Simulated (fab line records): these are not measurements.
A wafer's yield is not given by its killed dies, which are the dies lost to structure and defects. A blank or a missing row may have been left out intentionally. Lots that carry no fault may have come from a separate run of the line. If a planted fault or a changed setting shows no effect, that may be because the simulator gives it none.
Chamber matching / flow sfq line / 4 sister chambers for SFQ_TRILAYER_I0_VIA_BARC_OPEN_VIA_ETCH_046 on rie diel-02
The step etches BARC in O2, target depth 125 nm, time 41.7 s. 16 wafers are shown with their chamber, then 8 later ones without.

## EACH WAFER AND ITS CHAMBER
wafer=L081.1; chamber=2; drypump motor current A (A)=6.3; oes product au (a.u.)=0.677
wafer=L081.5; chamber=3; drypump motor current A (A)=5.2; oes product au (a.u.)=0.690
wafer=L081.6; chamber=0; drypump motor current A (A)=5.6; oes product au (a.u.)=0.684
wafer=L082.1; chamber=2; drypump motor current A (A)=6.3; oes product au (a.u.)=0.688
wafer=L082.3; chamber=0; drypump motor current A (A)=5.6; oes product au (a.u.)=0.680
wafer=L082.4; chamber=3; drypump motor current A (A)=5.2; oes product au (a.u.)=0.676
wafer=L087.1; chamber=0; drypump motor current A (A)=5.6; oes product au (a.u.)=0.685
wafer=L087.3; chamber=1; drypump motor current A (A)=5.5; oes product au (a.u.)=0.679
wafer=L087.5; chamber=1; drypump motor current A (A)=5.5; oes product au (a.u.)=0.687
wafer=L089.1; chamber=1; drypump motor current A (A)=5.5; oes product au (a.u.)=0.679
wafer=L089.3; chamber=2; drypump motor current A (A)=6.3; oes product au (a.u.)=0.689
wafer=L089.5; chamber=2; drypump motor current A (A)=6.3; oes product au (a.u.)=0.683
wafer=L091.3; chamber=1; drypump motor current A (A)=5.5; oes product au (a.u.)=0.681
wafer=L091.4; chamber=0; drypump motor current A (A)=5.6; oes product au (a.u.)=0.690
wafer=L091.6; chamber=1; drypump motor current A (A)=5.4; oes product au (a.u.)=0.676
wafer=L096.1; chamber=2; drypump motor current A (A)=6.3; oes product au (a.u.)=0.686

SIGNATURES, as means of the wafers listed above
reading=drypump motor current A; chamber 0=5.600; chamber 1=5.480; chamber 2=6.300; chamber 3=5.200; scatter within a chamber=0.0258
reading=oes product au; chamber 0=0.68475; chamber 1=0.68040; chamber 2=0.68460; chamber 3=0.68300; scatter within a chamber=0.00508
Rule: a wafer's distance from a chamber is the root of the sum, over the readings, of the square of ((its reading less the chamber's mean) divided by the reading's scatter). The wafer belongs to the nearest chamber; if the next one is less than 2 further off, it can't be placed. The scatter: the root of (the sum of the squares of (reading less its chamber's mean) over the shown wafers, divided by (wafers less chambers)).

## WAFERS MISSING THEIR CHAMBER
wafer=L096.2; drypump motor current A (A)=5.5; oes product au (a.u.)=0.683
wafer=L096.3; drypump motor current A (A)=5.2; oes product au (a.u.)=0.681
wafer=L096.4; drypump motor current A (A)=5.6; oes product au (a.u.)=0.683
wafer=L096.5; drypump motor current A (A)=5.5; oes product au (a.u.)=0.685
wafer=L096.6; drypump motor current A (A)=6.3; oes product au (a.u.)=0.684
wafer=L097.2; drypump motor current A (A)=5.2; oes product au (a.u.)=0.681
wafer=L097.3; drypump motor current A (A)=5.7; oes product au (a.u.)=0.685
wafer=L097.6; drypump motor current A (A)=5.7; oes product au (a.u.)=0.682

## WHICH CHAMBER EACH WENT THROUGH
wafer=L096.2; from the rows above=1; in truth=1
wafer=L096.3; from the rows above=3; in truth=3
wafer=L096.4; from the rows above=0; in truth=0
wafer=L096.5; from the rows above=1; in truth=1
wafer=L096.6; from the rows above=2; in truth=2
wafer=L097.2; from the rows above=3; in truth=3
wafer=L097.3; from the rows above=0; in truth=0
wafer=L097.6; from the rows above=0; in truth=0
Correctly placed: 8 of 8. From these rows, 0 cannot be placed. Number placed wrongly: 0.
